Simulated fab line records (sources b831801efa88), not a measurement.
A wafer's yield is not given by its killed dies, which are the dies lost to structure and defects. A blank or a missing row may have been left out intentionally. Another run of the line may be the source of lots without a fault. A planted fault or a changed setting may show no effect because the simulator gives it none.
The tool behind it: which one?	flow gf180mcu	21 wafers from 7 lots sampled at 3 of the route's 602 steps

## WHAT THE GAUGES SHOWED, per wafer
GF_CONTACT_THK_MEAS_01.
lot	measured	on	CONTACT_CVD_00_THK (nm)
L412	day 15 11:17	film_metro-01	300 303 304
L415	day 16 15:46	film_metro-03	295 297 299
L418	day 18 02:35	film_metro-03	299 295 298
L420	day 18 13:32	film_metro-03	297 294 300
L430	day 21 21:55	film_metro-02	297 300 297
L432	day 22 16:05	film_metro-02	304 304 300
L434	day 23 07:28	film_metro-02	300 302 303

## TOOL THAT RAN EACH LOT (tool first, then ch and the chambers of the sampled wafers, then the start)
lot	GF_DUAL_GATE_STRIP_13	GF_SALICIDE_WET_ETCH_01
L412	plasma_asher-01 ch 0,1, day 8 12:43	wet_bench-02 ch 2, day 15 10:40
L415	plasma_asher-04 ch 0,1, day 9 11:50	wet_bench-04 ch 1, day 16 15:08
L418	plasma_asher-01 ch 0,1, day 10 09:14	wet_bench-02 ch 3, day 18 01:42
L420	plasma_asher-04 ch 0,1, day 10 21:04	wet_bench-02 ch 3, day 18 12:54
L430	plasma_asher-04 ch 0,1, day 13 19:51	wet_bench-04 ch 0, day 21 21:17
L432	plasma_asher-03 ch 1, day 14 10:49	wet_bench-03 ch 1, day 22 15:28
L434	plasma_asher-04 ch 0,1, day 14 22:55	wet_bench-03 ch 3, day 23 06:51
- GF_DUAL_GATE_STRIP_13: strips in O2/N2.
- GF_SALICIDE_WET_ETCH_01: etches SiO2 in dHF, target depth 5 nm, time 100 s.

## THE ANSWER, worked out from the rows above alone
Rule: what is usual is taken from the lots themselves. The widest of any qualifying gaps counts: lots, ordered by their means at a reading, are off when they make up no more than a third of the lots, leave a main group of 4 or more, and stand apart from it by 3 or more times the standard deviation of that group's means. Not used: any main group whose means are identical at the precision the tables above print for the reading. A lot without any number at a reading at which 4 lots or more have one is off too. All remaining lots with rows at the step are treated as sound.
No lot is off on any of the readings shown, so nothing can be concluded from this.

## WHAT THE SIMULATOR HAD PUT IN
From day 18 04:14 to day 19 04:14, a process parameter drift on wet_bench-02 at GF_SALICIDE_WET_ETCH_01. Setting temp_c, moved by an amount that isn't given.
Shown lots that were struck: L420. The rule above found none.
